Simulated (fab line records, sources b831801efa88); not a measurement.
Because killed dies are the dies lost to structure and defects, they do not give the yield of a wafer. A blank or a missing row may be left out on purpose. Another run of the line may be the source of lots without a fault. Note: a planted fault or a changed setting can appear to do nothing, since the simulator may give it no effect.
Matching of chambers || flow sky130 || SKY_CONTACT_ETCH_17 on rie-diel-01: 4 sister chambers
The step etches SiO2 in C4F8/O2/Ar, stops on Si3N4, target depth 340 nm. 22 wafers are shown with their chamber, then 11 later ones without.

## WAFERS PAIRED WITH THEIR CHAMBERS
{"wafer": "L075.2", "chamber": 0, "oes-product-au (a.u.)": 0.894, "rf-fwd-power-W (W)": 1485}
{"wafer": "L075.3", "chamber": 2, "oes-product-au (a.u.)": 0.887, "rf-fwd-power-W (W)": 1499}
{"wafer": "L075.6", "chamber": 0, "oes-product-au (a.u.)": 0.893, "rf-fwd-power-W (W)": 1494}
{"wafer": "L077.1", "chamber": 0, "oes-product-au (a.u.)": 0.894, "rf-fwd-power-W (W)": 1491}
{"wafer": "L077.4", "chamber": 2, "oes-product-au (a.u.)": 0.889, "rf-fwd-power-W (W)": 1487}
{"wafer": "L077.5", "chamber": 0, "oes-product-au (a.u.)": 0.889, "rf-fwd-power-W (W)": 1486}
{"wafer": "L079.3", "chamber": 0, "oes-product-au (a.u.)": 0.898, "rf-fwd-power-W (W)": 1492}
{"wafer": "L079.4", "chamber": 2, "oes-product-au (a.u.)": 0.887, "rf-fwd-power-W (W)": 1490}
{"wafer": "L079.5", "chamber": 2, "oes-product-au (a.u.)": 0.882, "rf-fwd-power-W (W)": 1490}
{"wafer": "L080.3", "chamber": 1, "oes-product-au (a.u.)": 0.899, "rf-fwd-power-W (W)": 1489}
{"wafer": "L080.5", "chamber": 2, "oes-product-au (a.u.)": 0.890, "rf-fwd-power-W (W)": 1493}
{"wafer": "L080.6", "chamber": 3, "oes-product-au (a.u.)": 0.894, "rf-fwd-power-W (W)": 1495}
{"wafer": "L085.1", "chamber": 3, "oes-product-au (a.u.)": 0.893, "rf-fwd-power-W (W)": 1495}
{"wafer": "L085.2", "chamber": 2, "oes-product-au (a.u.)": 0.892, "rf-fwd-power-W (W)": 1485}
{"wafer": "L085.3", "chamber": 0, "oes-product-au (a.u.)": 0.898, "rf-fwd-power-W (W)": 1493}
{"wafer": "L088.1", "chamber": 2, "oes-product-au (a.u.)": 0.892, "rf-fwd-power-W (W)": 1491}
{"wafer": "L088.3", "chamber": 0, "oes-product-au (a.u.)": 0.888, "rf-fwd-power-W (W)": 1489}
{"wafer": "L088.6", "chamber": 2, "oes-product-au (a.u.)": 0.884, "rf-fwd-power-W (W)": 1490}
{"wafer": "L090.1", "chamber": 3, "oes-product-au (a.u.)": 0.894, "rf-fwd-power-W (W)": 1493}
{"wafer": "L090.3", "chamber": 1, "oes-product-au (a.u.)": 0.897, "rf-fwd-power-W (W)": 1496}
{"wafer": "L090.4", "chamber": 0, "oes-product-au (a.u.)": 0.890, "rf-fwd-power-W (W)": 1487}
{"wafer": "L091.3", "chamber": 0, "oes-product-au (a.u.)": 0.896, "rf-fwd-power-W (W)": 1492}

SIGNATURES (averages over the wafers above)
{"reading": "oes-product-au", "chamber 0": 0.89333, "chamber 1": 0.89800, "chamber 2": 0.88787, "chamber 3": 0.89367, "scatter within a chamber": 0.00336}
{"reading": "rf-fwd-power-W", "chamber 0": 1489.89, "chamber 1": 1492.50, "chamber 2": 1490.62, "chamber 3": 1494.33, "scatter within a chamber": 3.61}
Rule: a wafer's distance from a chamber is the root of the sum, over the readings, of the square of ((its reading less the chamber's mean) divided by the reading's scatter). The wafer belongs to the nearest chamber; if the next one is less than 2 further off, it can't be placed. The scatter: the root of (the sum of the squares of (reading less its chamber's mean) over the shown wafers, divided by (wafers less chambers)).

## WAFERS MISSING THEIR CHAMBER
{"wafer": "L091.5", "oes-product-au (a.u.)": 0.887, "rf-fwd-power-W (W)": 1492}
{"wafer": "L091.6", "oes-product-au (a.u.)": 0.887, "rf-fwd-power-W (W)": 1496}
{"wafer": "L093.1", "oes-product-au (a.u.)": 0.893, "rf-fwd-power-W (W)": 1499}
{"wafer": "L093.2", "oes-product-au (a.u.)": 0.895, "rf-fwd-power-W (W)": 1497}
{"wafer": "L093.3", "oes-product-au (a.u.)": 0.883, "rf-fwd-power-W (W)": 1505}
{"wafer": "L095.1", "oes-product-au (a.u.)": 0.892, "rf-fwd-power-W (W)": 1494}
{"wafer": "L095.3", "oes-product-au (a.u.)": 0.884, "rf-fwd-power-W (W)": 1491}
{"wafer": "L095.6", "oes-product-au (a.u.)": 0.884, "rf-fwd-power-W (W)": 1497}
{"wafer": "L097.1", "oes-product-au (a.u.)": 0.896, "rf-fwd-power-W (W)": 1502}
{"wafer": "L097.2", "oes-product-au (a.u.)": 0.892, "rf-fwd-power-W (W)": 1495}
{"wafer": "L097.4", "oes-product-au (a.u.)": 0.892, "rf-fwd-power-W (W)": 1484}

## EACH ONE'S CHAMBER
{"wafer": "L091.5", "from the rows above": "can't be placed: 2 or 0 or 3", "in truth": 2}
{"wafer": "L091.6", "from the rows above": "can't be placed: 2 or 3 or 0 or 1", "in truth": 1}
{"wafer": "L093.1", "from the rows above": "can't be placed: 3 or 1 or 0 or 2", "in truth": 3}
{"wafer": "L093.2", "from the rows above": "can't be placed: 3 or 1 or 0 or 2", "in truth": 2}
{"wafer": "L093.3", "from the rows above": "can't be placed: 2 or 3 or 0 or 1", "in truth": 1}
{"wafer": "L095.1", "from the rows above": "can't be placed: 3 or 0 or 2 or 1", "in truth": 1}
{"wafer": "L095.3", "from the rows above": "can't be placed: 2 or 0 or 3", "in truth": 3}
{"wafer": "L095.6", "from the rows above": "can't be placed: 2 or 3 or 0", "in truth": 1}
{"wafer": "L097.1", "from the rows above": "can't be placed: 3 or 1 or 0 or 2", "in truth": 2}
{"wafer": "L097.2", "from the rows above": "can't be placed: 3 or 0 or 2 or 1", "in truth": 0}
{"wafer": "L097.4", "from the rows above": "can't be placed: 0 or 2 or 3 or 1", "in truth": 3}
Correct placement for 0 of the 11. Cannot be placed on the basis of these rows: 11; the candidates contain the true chamber in 10. Number placed wrongly: 0.
